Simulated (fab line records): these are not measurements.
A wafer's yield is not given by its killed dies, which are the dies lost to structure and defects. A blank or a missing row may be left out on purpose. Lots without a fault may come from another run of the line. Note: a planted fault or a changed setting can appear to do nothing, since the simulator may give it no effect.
fab line records    flow sky130
record: lots: 13  wafers: 39  last_day: 50
route steps=708 shown FIELD_ISO@9 PWDE@52 NWELL@63 PAD_OPEN@708
lots that met no fault: taken from a fault-free run of the same line
start_h: hours from the record's opening day to when the first of the lot's shown wafers began    wait_h: hours elapsed since this lot's preceding step    " identical to the entry in the row above    L1.1+2: a single row standing in for several wafers    - no value, or no start given    * or withheld: withheld    < > ~ a bound
route shown NAME@n: names a module that has steps shown in the file, with the first one's number in the route    usual: mean and standard deviation over wafers with no fault    same: alike in all rows    chamber/n: place in a boat    sites: per-site readings    _std_site: standard deviation of those values    _edge_site: inner sites' mean taken away from outer sites' mean    radius_mm: for every site, how far away it sits from the centre of the wafer    mask NAME#n: copy n    behind: tool/chamber where the wafer was last shaped    hold: reason for holding the lot/hours on hold/outcome of the hold    device: the transistor (n, p or np) that didn't switch    end of line: the same wafers' tests at the end of the route    a step with no rows: only its recipe    killed: dies that structure and defects cost at the first sort, which is not the same as the wafer's yield    map: per-die view of a wafer (x killed, . not killed, _ where there is no die)
set.NAME: the setting as run; set.NAME@STEP: as run at that earlier step    model.NAME: the simulator's own value behind a step, which no gauge read
steps of the route over a sample of lots; a table a step, a row a wafer
services: a tool's chamber out of use, with start hour (start_h, from the record's first day; less than 0 if before it), hours out, and reason
== steps ==
step: SKY_FIELD_ISO_COAT_08
recipe: resist: KrF-thick  spin_rpm: 3000  resist_thk_nm: 450
usual: exhaust_pa: 44.8/0.89  resist_line_temp_C: 22.99/0.11  spin_speed_rpm: 2999.9/2
lot.wafer  tool            chamber  start_h  wait_h  exhaust_pa  resist_line_temp_C  spin_speed_rpm
L363.1     litho_track-03  0        20       -       46.6        23.03               3002.7
L363.3     "               0        "        "       45.8        23.03               2998.8
L363.5     "               0        "        "       45.2        22.98               3001.3
L364.2     litho_track-03  0        26       -       44.4        23.04               3000.2
L364.5     "               0        "        "       44.5        22.96               2997.9
L364.6     "               0        "        "       45.2        23.07               2998.7
L366.2     litho_track-03  0        35       -       45.7        23.01               2997.2
L366.3     "               0        "        "       46.3        22.99               2999.7
L366.4     "               0        "        "       46.1        23.16               2997.9
L367.1     litho_track-03  0        43       -       45.2        22.78               3002.5
L367.3     "               0        "        "       45.3        22.82               3001.7
L367.5     "               0        "        "       44.1        23.03               3003.0
L368.1     litho_track-03  0        46       -       43.4        22.98               2999.0
L368.2     "               0        "        "       44.5        23.05               2998.0
L368.4     "               0        "        "       44.3        23.20               2997.5
L369.3     litho_track-03  0        52       -       46.6        22.91               3000.7
L369.4     "               0        "        "       45.1        22.98               3003.0
L369.6     "               0        "        "       44.9        22.97               3004.5
L370.2     litho_track-03  0        59       -       45.0        23.08               2998.9
L370.3     "               0        "        "       43.6        23.05               2998.7
L370.5     "               0        "        "       45.3        22.94               2998.3
L377.1     litho_track-02  0        92       -       43.4        22.94               3000.4
L377.4     "               0        "        "       42.5        22.81               3001.9
L377.6     "               0        "        "       42.9        22.67               2999.2
L378.2     litho_track-01  0        98       -       45.1        22.74               3003.2
L378.3     "               0        "        "       43.7        22.92               2998.3
L378.5     "               0        "        "       43.5        23.04               2997.6
L380.3     litho_track-02  0        116      -       45.3        22.87               2999.1
L380.5     "               0        "        "       44.5        22.87               2997.8
L380.6     "               0        "        "       46.1        23.01               2999.0
L382.1     litho_track-01  0        122      -       43.7        23.02               2998.3
L382.4     "               0        "        "       44.3        23.05               3004.9
L382.5     "               0        "        "       43.7        23.03               3000.7
L383.1     litho_track-03  0        125      -       47.1        22.84               2999.6
L383.4     "               0        126      -       45.7        22.99               2999.6
L383.5     "               0        "        "       45.5        22.93               2999.4
L385.1     litho_track-03  0        132      -       45.0        22.84               3001.6
L385.3     "               0        "        "       46.3        22.95               3001.0
L385.5     "               0        "        "       46.7        22.94               3000.7
step: SKY_FIELD_ISO_STRIP_16
recipe: chemistry: O2/N2  power_w: 1400  pressure_mtorr: 1500  platen_temp_c: withheld  o2_flow_sccm: 3000  n2_flow_sccm: 300  overash_fraction: 0.5
usual: drypump_motor_current_A: 5.7/0.59  oes_product_au: 0.378/0.0049  strip_time_to_endpoint_s: 3.54/0.04
lot.wafer  tool             chamber  start_h  wait_h  drypump_motor_current_A  oes_product_au  rf_hours_counter_h  strip_time_to_endpoint_s
L363.1     plasma_asher-04  1        28.85    0.0     6.6                      0.370           36                  3.47
L363.3     "                0        "        "       6.4                      0.375           -                   3.55
L363.5     "                1        "        "       6.6                      0.374           -                   3.49
L364.2     plasma_asher-04  1        34.33    0.0     6.6                      0.378           37                  3.53
L364.5     "                0        "        "       6.4                      0.383           -                   3.57
L364.6     "                1        "        "       6.6                      0.373           -                   3.50
L366.2     plasma_asher-02  0        44.00    0.0     5.0                      0.383           24                  3.52
L366.3     "                1        "        "       5.6                      0.373           -                   3.52
L366.4     "                0        "        "       5.0                      0.388           -                   3.58
L367.1     plasma_asher-04  1        51.58    0.0     6.6                      0.376           38                  3.54
L367.3     "                1        "        "       6.6                      0.382           -                   3.49
L367.5     "                1        "        "       6.6                      0.370           -                   3.56
L368.1     plasma_asher-01  1        54.87    0.0     5.4                      0.372           36                  3.50
L368.2     "                0        "        "       6.3                      0.381           36                  3.58
L368.4     "                0        "        "       6.3                      0.389           -                   3.57
L369.3     plasma_asher-01  0        60.97    0.1     6.3                      0.347           -                   2.90
L369.4     "                1        "        "       5.4                      0.349           -                   2.92
L369.6     "                1        "        "       5.4                      0.356           -                   2.98
L370.2     plasma_asher-04  0        67.43    0.0     6.4                      0.346           40                  2.90
L370.3     "                1        "        "       6.6                      0.363           -                   2.94
L370.5     "                1        "        "       6.6                      0.350           -                   2.88
L377.1     plasma_asher-02  0        102.12   0.0     5.0                      0.377           30                  3.56
L377.4     "                0        "        "       5.0                      0.376           -                   3.51
L377.6     "                0        "        "       5.0                      0.373           -                   3.55
L378.2     plasma_asher-02  0        107.72   0.0     5.0                      0.377           31                  3.47
L378.3     "                1        "        "       5.6                      0.385           -                   3.54
L378.5     "                1        "        "       5.6                      0.383           -                   3.49
L380.3     plasma_asher-02  1        126.42   0.1     5.6                      0.386           -                   3.53
L380.5     "                1        "        "       5.6                      0.383           -                   3.58
L380.6     "                0        "        "       5.0                      0.379           -                   3.53
L382.1     plasma_asher-02  0        132.18   0.0     5.0                      0.374           34                  3.53
L382.4     "                1        "        "       5.6                      0.382           -                   3.55
L382.5     "                1        "        "       5.6                      0.372           -                   3.49
L383.1     plasma_asher-01  1        136.22   0.0     5.4                      0.379           43                  3.49
L383.4     "                0        "        "       6.3                      0.377           -                   3.52
L383.5     "                1        "        "       5.3                      0.379           -                   3.49
L385.1     plasma_asher-02  0        142.55   0.0     5.0                      0.378           35                  3.59
L385.3     "                1        "        "       5.6                      0.375           -                   3.49
L385.5     "                0        "        "       4.9                      0.380           -                   3.56
step: SKY_FIELD_ISO_THK_MEAS_23
recipe: reads: SiO2_of_FIELD_ISO_OXIDATION_22
usual: FIELD_ISO_OXIDATION_01_THK: 10.04/0.17
lot.wafer  tool           chamber  start_h  wait_h  FIELD_ISO_OXIDATION_01_THK[nm]
L363.1     film_metro-01  -        31.61    0.0     10.18
L363.3     "              -        "        "       10.20
L363.5     "              -        "        "       10.17
L364.2     film_metro-04  -        36.25    0.0     10.17
L364.5     "              -        "        "       10.05
L364.6     "              -        "        "       10.17
L366.2     film_metro-03  -        48.36    0.0     10.20
L366.3     "              -        "        "       9.94
L366.4     "              -        "        "       10.00
L367.1     film_metro-04  -        57.75    0.0     10.16
L367.3     "              -        "        "       10.08
L367.5     "              -        "        "       10.14
L368.1     film_metro-01  -        57.75    0.0     10.01
L368.2     "              -        "        "       9.92
L368.4     "              -        "        "       10.04
L369.3     film_metro-01  -        64.74    0.0     9.83
L369.4     "              -        "        "       9.88
L369.6     "              -        "        "       9.85
L370.2     film_metro-03  -        69.96    0.0     9.89
L370.3     "              -        "        "       9.79
L370.5     "              -        "        "       9.96
L377.1     film_metro-03  -        104.24   0.0     10.01
L377.4     "              -        "        "       10.14
L377.6     "              -        "        "       10.05
L378.2     film_metro-03  -        109.55   0.0     10.06
L378.3     "              -        "        "       9.96
L378.5     "              -        "        "       10.25
L380.3     film_metro-04  -        129.32   0.0     10.26
L380.5     "              -        "        "       9.99
L380.6     "              -        "        "       10.05
L382.1     film_metro-03  -        134.58   0.0     9.96
L382.4     "              -        "        "       9.93
L382.5     "              -        "        "       10.03
L383.1     film_metro-04  -        138.85   0.0     10.03
L383.4     "              -        "        "       9.98
L383.5     "              -        "        "       10.09
L385.1     film_metro-01  -        144.54   0.0     9.78
L385.3     "              -        "        "       9.94
L385.5     "              -        "        "       9.92
step: SKY_PWDE_OVL_MEAS_07
usual: PWDE_OVL: 0.0/1.4
lot.wafer  tool        chamber  start_h  wait_h  PWDE_OVL[nm]
L363.1     overlay-02  -        66.98    -       -2.0
L363.3     "           -        "        "       0.2
L363.5     "           -        "        "       -2.3
L364.2     overlay-02  -        72.74    -       1.0
L364.5     "           -        "        "       0.1
L364.6     "           -        "        "       1.5
L366.2     overlay-01  -        92.61    -       -1.2
L366.3     "           -        "        "       1.4
L366.4     "           -        "        "       0.7
L368.1     overlay-01  -        100.13   -       0.4
L368.2     "           -        "        "       1.4
L368.4     "           -        "        "       1.8
L367.1     overlay-02  -        100.91   -       -1.1
L367.3     "           -        "        "       -1.0
L367.5     "           -        "        "       -0.2
L369.3     overlay-02  -        104.27   -       -1.4
L369.4     "           -        "        "       -0.8
L369.6     "           -        "        "       0.0
L370.2     overlay-01  -        109.14   -       -0.3
L370.3     "           -        "        "       0.6
L370.5     "           -        "        "       -0.5
L377.1     overlay-01  -        145.23   -       -0.9
L377.4     "           -        "        "       -0.6
L377.6     "           -        "        "       -1.9
L378.2     overlay-02  -        152.63   -       -0.8
L378.3     "           -        "        "       -1.4
L378.5     "           -        "        "       0.6
L380.3     overlay-02  -        173.74   -       1.3
L380.5     "           -        "        "       0.4
L380.6     "           -        "        "       -1.8
L382.1     overlay-02  -        179.18   -       0.8
L382.4     "           -        "        "       -0.1
L382.5     "           -        "        "       2.3
L383.1     overlay-01  -        182.73   -       3.4
L383.4     "           -        "        "       2.5
L383.5     "           -        "        "       -0.1
L385.1     overlay-01  -        190.26   -       1.7
L385.3     "           -        "        "       0.0
L385.5     "           -        "        "       0.1
step: SKY_NWELL_OVL_MEAS_10
usual: NWELL_00_OVL: 0.1/1.4
lot.wafer  tool        chamber  start_h  wait_h  NWELL_00_OVL[nm]
L363.1     overlay-01  -        83.78    -       -1.3
L363.3     "           -        "        "       -0.6
L363.5     "           -        "        "       -0.2
L364.2     overlay-02  -        90.17    -       -3.3
L364.5     "           -        "        "       -0.3
L364.6     "           -        "        "       -1.9
L366.2     overlay-02  -        110.23   -       1.3
L366.3     "           -        "        "       2.9
L366.4     "           -        "        "       1.8
L368.1     overlay-02  -        117.58   -       -0.5
L368.2     "           -        "        "       0.2
L368.4     "           -        "        "       1.8
L367.1     overlay-02  -        119.17   -       -0.7
L367.3     "           -        "        "       1.6
L367.5     "           -        "        "       0.1
L369.3     overlay-02  -        122.88   -       -1.0
L369.4     "           -        "        "       -1.2
L369.6     "           -        "        "       -1.6
L370.2     overlay-01  -        127.73   -       -0.2
L370.3     "           -        "        "       1.3
L370.5     "           -        "        "       1.5
L377.1     overlay-01  -        163.67   -       -0.9
L377.4     "           -        "        "       -3.7
L377.6     "           -        "        "       -0.4
L378.2     overlay-01  -        172.21   -       0.7
L378.3     "           -        "        "       2.2
L378.5     "           -        "        "       3.3
L380.3     overlay-02  -        194.63   -       -0.9
L380.5     "           -        "        "       -1.2
L380.6     "           -        "        "       -1.7
L382.1     overlay-02  -        201.07   -       -0.2
L382.4     "           -        "        "       1.0
L382.5     "           -        "        "       -0.2
L383.1     overlay-02  -        203.77   -       0.9
L383.4     "           -        "        "       1.3
L383.5     "           -        "        "       1.7
L385.1     overlay-02  -        212.06   -       -1.9
L385.3     "           -        "        "       0.1
L385.5     "           -        "        "       0.8
step: SKY_PAD_OPEN_PROBE_99
usual: killed_at_M0_to_M3: 43/7.2  killed_at_M4_up: 3.3/2  killed_at_contacts: 25/5.8  killed_at_front_end: 15/4.5  killed_at_other: 0.3/0.62  killed_dies: 86/9.4  killed_open: 47/7.1  killed_short: 39/6
same: gross_dies: 492  killed_at_back_side: 0
lot.wafer  tool       chamber  start_h  wait_h  killed_at_M0_to_M3  killed_at_M4_up  killed_at_contacts  killed_at_front_end  killed_at_other  killed_dies  killed_open  killed_short
L377.1     prober-01  -        1155.57  0.1     40                  3                31                  11                   0                85           54           31
L377.4     prober-01  -        1155.72  0.2     51                  6                22                  9                    0                88           39           49
L377.6     prober-01  -        1155.82  0.2     41                  6                25                  14                   0                86           46           39
L378.2     prober-02  -        1162.32  0.1     43                  4                24                  7                    0                78           38           38
L378.3     prober-02  -        1162.37  0.2     48                  7                27                  12                   0                94           47           43
L378.5     prober-02  -        1162.47  0.2     48                  2                32                  13                   1                96           51           45
killed by level:class
L377.1 LI_CONTACT:geometric_particle:open=13 VIA1:geometric_particle:open=12 CONTACT:geometric_particle:open=9 METAL1:geometric_particle:short=5 VIA3:geometric_particle:open=4 VIA1:geometric_particle:short=4 VIA2:geometric_particle:open=4 FIELD_ISO:geometric_particle:open=3
L377.4 VIA1:geometric_particle:open=18 METAL1:geometric_particle:short=8 CONTACT:geometric_particle:open=6 LI_CONTACT:geometric_particle:short=5 CONTACT:geometric_particle:short=5 VIA1:geometric_particle:short=5 METAL2:geometric_particle:short=5 LI_CONTACT:geometric_particle:open=4
L377.6 VIA1:geometric_particle:open=15 CONTACT:geometric_particle:open=11 METAL1:geometric_particle:short=7 CONTACT:geometric_particle:short=6 POLY_GATE:geometric_particle:open=5 VIA1:geometric_particle:short=4 VIA2:geometric_particle:short=4 METAL4:geometric_particle:short=4
L378.2 CONTACT:geometric_particle:open=9 VIA1:geometric_particle:short=8 METAL1:geometric_particle:short=7 VIA1:geometric_particle:open=6 VIA3:geometric_particle:short=6 VIA2:geometric_particle:open=6 LI_CONTACT:geometric_particle:open=4 VIA3:geometric_particle:open=4
L378.3 VIA1:geometric_particle:open=14 CONTACT:geometric_particle:open=9 LI_CONTACT:geometric_particle:open=8 METAL1:geometric_particle:short=7 VIA3:geometric_particle:open=6 VIA1:geometric_particle:short=6 METAL2:geometric_particle:short=6 POLY_GATE:geometric_particle:short=4
L378.5 LOCAL_INTERCONNECT:geometric_particle:short=10 VIA3:geometric_particle:open=10 CONTACT:geometric_particle:open=9 VIA1:geometric_particle:open=9 VIA2:geometric_particle:open=7 LI_CONTACT:geometric_particle:open=6 METAL1:geometric_particle:short=5 VIA1:geometric_particle:short=5
== services ==
tool             chamber  start_h  hours  kind
plasma_asher-01  -        73.95    10.8   repair
plasma_asher-04  -        78.23    2.8    pm
litho_track-02   -        97.01    -      consumable_replace:filter
plasma_asher-04  -        142.19   0.4    repair
== key ==
first_sign: step: SKY_FIELD_ISO_STRIP_16  reading: strip_time_to_endpoint_s  direction: down  sigmas: 15  usual: *  struck: *
effect: step: SKY_FIELD_ISO_STRIP_16  reading: oes_product_au  direction: down  sigmas: 5.3  usual: 0.378  struck: 0.352
met_at SKY_FIELD_ISO_COAT_08
struck_lots L369,L370
tester_left_out L369,L370
not_acting_at SKY_FIELD_ISO_THK_MEAS_23,SKY_PWDE_OVL_MEAS_07,SKY_NWELL_OVL_MEAS_10
onset_between 46 52
fault: kind: process_parameter_drift  tool: litho_track-03  chamber: -  onset_h: 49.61  steps: SKY_FIELD_ISO_COAT_08  channel: resist_thk_nm  offset: -53.277  shape: step  end_h: 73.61  acts_in: these_recipes_only  stated: 450
tester_left_out: of these lots the tester's yield and bins aren't shown, on N5 and GAA mostly nor the transistor test; their killed dies are dies lost to structure and defects alone, not to doping, threshold or leakage, so they don't give the yield
